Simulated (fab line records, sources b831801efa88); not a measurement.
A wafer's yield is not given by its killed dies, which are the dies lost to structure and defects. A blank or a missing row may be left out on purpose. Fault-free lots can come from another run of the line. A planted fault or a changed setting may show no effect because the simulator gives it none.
What tool caused it? || flow gf180mcu || 6 lots, 18 wafers sampled, at 4 steps of a route of 602

WHAT EACH GAUGE READ, for each wafer
GF_PASSIVATION_THK_MEAS_03.
{"lot": "L873", "measured": "day 28 15:40", "on": "film metro-01", "PASSIVATION_CVD_02_THK (nm)": "689 700 706"}
{"lot": "L877", "measured": "day 30 02:14", "on": "film metro-04", "PASSIVATION_CVD_02_THK (nm)": "698 705 705"}
{"lot": "L879", "measured": "day 30 17:19", "on": "film metro-04", "PASSIVATION_CVD_02_THK (nm)": "687 687 693"}
{"lot": "L884", "measured": "day 31 21:11", "on": "film metro-01", "PASSIVATION_CVD_02_THK (nm)": "684 700 700"}
{"lot": "L888", "measured": "day 32 21:47", "on": "film metro-04", "PASSIVATION_CVD_02_THK (nm)": "697 714 703"}
{"lot": "L893", "measured": "day 33 22:59", "on": "film metro-01", "PASSIVATION_CVD_02_THK (nm)": "694 693 702"}

WHAT TOOL EACH LOT RAN ON (gives the tool, then ch and the chambers of the sampled wafers, and finally the start)
{"lot": "L873", "GF_MIM_SPUTTER_02": "pvd sputter-03, day 24 23:20", "GF_V5_CVD_02": "pecvd-02 ch 0,1, day 26 20:08", "GF_PASSIVATION_CVD_00": "pecvd-01 ch 1,2, day 28 15:13"}
{"lot": "L877", "GF_MIM_SPUTTER_02": "pvd sputter-01, day 26 14:57", "GF_V5_CVD_02": "pecvd-02 ch 0,1,2, day 28 08:25", "GF_PASSIVATION_CVD_00": "pecvd-01 ch 0,1,2, day 30 01:47"}
{"lot": "L879", "GF_MIM_SPUTTER_02": "pvd sputter-03, day 27 06:25", "GF_V5_CVD_02": "pecvd-03 ch 1,2, day 28 23:04", "GF_PASSIVATION_CVD_00": "pecvd-01 ch 0,1,2, day 30 16:53"}
{"lot": "L884", "GF_MIM_SPUTTER_02": "pvd sputter-04, day 28 14:52", "GF_V5_CVD_02": "pecvd-02 ch 0,1,2, day 30 06:27", "GF_PASSIVATION_CVD_00": "pecvd-01 ch 0,1,2, day 31 20:46"}
{"lot": "L888", "GF_MIM_SPUTTER_02": "pvd sputter-04, day 29 18:55", "GF_V5_CVD_02": "pecvd-03 ch 0,2, day 31 08:14", "GF_PASSIVATION_CVD_00": "pecvd-04 ch 1,2, day 32 21:20"}
{"lot": "L893", "GF_MIM_SPUTTER_02": "pvd sputter-04, day 31 00:19", "GF_V5_CVD_02": "pecvd-03 ch 0,1,2, day 32 11:38", "GF_PASSIVATION_CVD_00": "pecvd-04 ch 0,1,2, day 33 22:34"}
- GF_MIM_SPUTTER_02: material AlCu, target thk 450 nm, time 23.9 s.
- GF_V5_CVD_02: deposits SiO2 from TEOS, target thk 1450 nm, time 163.28 s.
- GF_PASSIVATION_CVD_00: deposits SiO2 from TEOS, target thk 1000 nm, time 111.95 s.

THE ANSWER, worked out from the rows above alone
Rule: the lots themselves supply what counts as usual. Put in order of their means at a reading, lots are off if they are a third of the lots or fewer, leave a main group of 4 or more, and stand apart from it by a gap of 3 or more times the standard deviation of the main group's means; of several such gaps the widest counts. If all means in a main group match to the digits the tables above print for the reading, that group is not used. A lot without any number at a reading at which 4 lots or more have one is off too. All remaining lots with rows at the step are treated as sound.
No lot is off on any of the readings shown, so nothing can be concluded from this.

WHAT THE SIMULATOR HAD INSERTED
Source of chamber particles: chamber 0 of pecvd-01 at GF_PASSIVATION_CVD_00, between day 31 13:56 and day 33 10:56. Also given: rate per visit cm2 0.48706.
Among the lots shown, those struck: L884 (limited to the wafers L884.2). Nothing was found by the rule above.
